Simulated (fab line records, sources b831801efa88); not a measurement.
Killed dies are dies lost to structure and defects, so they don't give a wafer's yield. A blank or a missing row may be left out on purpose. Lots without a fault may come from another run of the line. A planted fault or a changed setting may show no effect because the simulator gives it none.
A struck lot beside a sound one | flow sky130 | 16 steps out of a route of 708
Sound: wafers L397.1, L397.4, L397.5. Struck: wafer L406.5. The cause comes at the end.
At each step with rows: each side's tool, then ch and its chambers, then its first start. Under that, the readings that differ: sound wafers | struck wafers | difference of the means | sigmas: that difference in standard deviations of wafers without a fault.
alike: readings whose means differ by less than 2 such deviations, and words and numbers that are the same on both sides. not compared: withheld readings, readings that some wafer has no value for, bounds like >300 that may hide the same value, and numbers for which the record gives no deviation and whose values overlap.
The two part at a step that has a row with sigmas, a row that says differs or no value, or rows on one side only. Numbers that don't overlap but have no deviation are shown without sigmas and don't part them. A reading that every wafer of one side lacks parts them only if that side has two wafers or more.

first, 3 steps without rows for these wafers: SKY_METAL1_EXPOSE_12 (exposes mask MM1, target cd 140 nm); SKY_METAL1_PEB_13; SKY_METAL1_DEVELOP_14 (develop time 60 s).
SKY_METAL1_CD_MEAS_15: target cd 140 nm.
  sound on cd_sem-01, day 36 14:39; struck on cd_sem-02, day 38 16:44
  alike: cd_nm
SKY_METAL1_OVL_MEAS_16:
  sound on overlay-01, day 36 14:46; struck on overlay-02, day 38 16:48
  alike: METAL1_OVL
SKY_METAL1_DESCUM_17: chemistry O2, time 8 s.
  sound on rie_metal-03 ch 0,1, day 36 14:48; struck on rie_metal-04 ch 1, day 38 16:50
  alike: drypump_motor_current_A, oes_product_au, temp_c
  not compared: rf_hours_counter_h
SKY_METAL1_ETCH_18: etches BARC in N2/H2, stops on SiO2, time 45.9 s, target depth 60 nm.
  sound on rie_metal-03 ch 0,1, day 36 14:50; struck on rie_metal-04 ch 1, day 38 16:53
  alike: drypump_motor_current_A, oes_product_au, throttle_valve_pct
  not compared: rf_hours_counter_h
SKY_METAL1_METAL_ETCH_19: etches the open film in Cl2/BCl3, stops on SiO2, target depth 360 nm, time 78 s.
  sound on rie_metal-03 ch 0,1, day 36 14:54; struck on rie_metal-04 ch 1, day 38 16:58
  reading                | sound                | struck | difference | sigmas
  throttle_valve_pct (%) | 22.269 22.265 22.267 | 22.239 | -0.028     | -3
  alike: drypump_motor_current_A, oes_product_au
  not compared: rf_hours_counter_h
SKY_METAL1_STRIP_20: strips in O2/N2.
  sound on plasma_asher-04 ch 0, day 36 14:59; struck on plasma_asher-02 ch 0, day 38 17:04
  alike: drypump_motor_current_A, oes_product_au, strip_time_to_endpoint_s
  not compared: rf_hours_counter_h
then, 3 steps without rows for these wafers: SKY_METAL1_STRIP_21 (strips in post etch residue remover, time 1200 s); SKY_METAL1_CLEAN_22 (cleans in IPA, time 180 s); SKY_METAL1_CLEAN_23 (cleans in O3/DIW).
SKY_VIA1_HDPCVD_00: deposits SiO2, target thk 1030 nm, time 171.7 s.
  sound on hdpcvd-02 ch 1,2, day 36 15:38; struck on hdpcvd-01 ch 2, day 38 17:46
  reading                                  | sound             | struck | difference | sigmas
  run_length_s (s)                         | 200.3 199.9 200.4 | 187.4  | -12.8      | -27
  model.SiO2_of_VIA1_HDPCVD_00.thk_nm (nm) | 1033 1034 1034    | 963.8  | -69.9      |
SKY_VIA1_THK_MEAS_01:
  sound on film_metro-04, day 36 15:44; struck on film_metro-03, day 38 17:51
  reading              | sound          | struck | difference | sigmas
  VIA1_HDPCVD_THK (nm) | 1034 1035 1035 | 963    | -72        | -7
SKY_VIA1_CMP_02: polishes SiO2.
  sound on cmp-01 ch 0,3, day 36 15:48; struck on cmp-02 ch 2, day 38 18:04
  reading                 | sound             | struck | difference | sigmas
  edge_zone_pressure_frac | 0.992 1.000 0.993 | 1.013  | +0.018     | +3
  motor_current_A (A)     | 10.4 10.2 10.0    | 13.4   | +3.2       | +2
-- the record jumps here: 12 days lie between the struck wafers' starts before and after (it left off in module VIA1 and takes up again in module PAD_OPEN, whose first step shown is number 708 of the route) --
SKY_PAD_OPEN_PROBE_99:
  sound on prober-01, day 48 20:50; struck on prober-02, day 50 12:09
  reading             | sound    | struck | difference | sigmas
  killed_at_front_end | 17 23 17 | 7      | -12        | -3
  alike: killed_at_M0_to_M3, killed_at_M4_up, killed_at_contacts, killed_at_other, killed_dies, killed_open, killed_short

WHERE THEY PART
First at SKY_METAL1_METAL_ETCH_19; last, within this record, at SKY_PAD_OPEN_PROBE_99.

WHY: what the simulator had put in
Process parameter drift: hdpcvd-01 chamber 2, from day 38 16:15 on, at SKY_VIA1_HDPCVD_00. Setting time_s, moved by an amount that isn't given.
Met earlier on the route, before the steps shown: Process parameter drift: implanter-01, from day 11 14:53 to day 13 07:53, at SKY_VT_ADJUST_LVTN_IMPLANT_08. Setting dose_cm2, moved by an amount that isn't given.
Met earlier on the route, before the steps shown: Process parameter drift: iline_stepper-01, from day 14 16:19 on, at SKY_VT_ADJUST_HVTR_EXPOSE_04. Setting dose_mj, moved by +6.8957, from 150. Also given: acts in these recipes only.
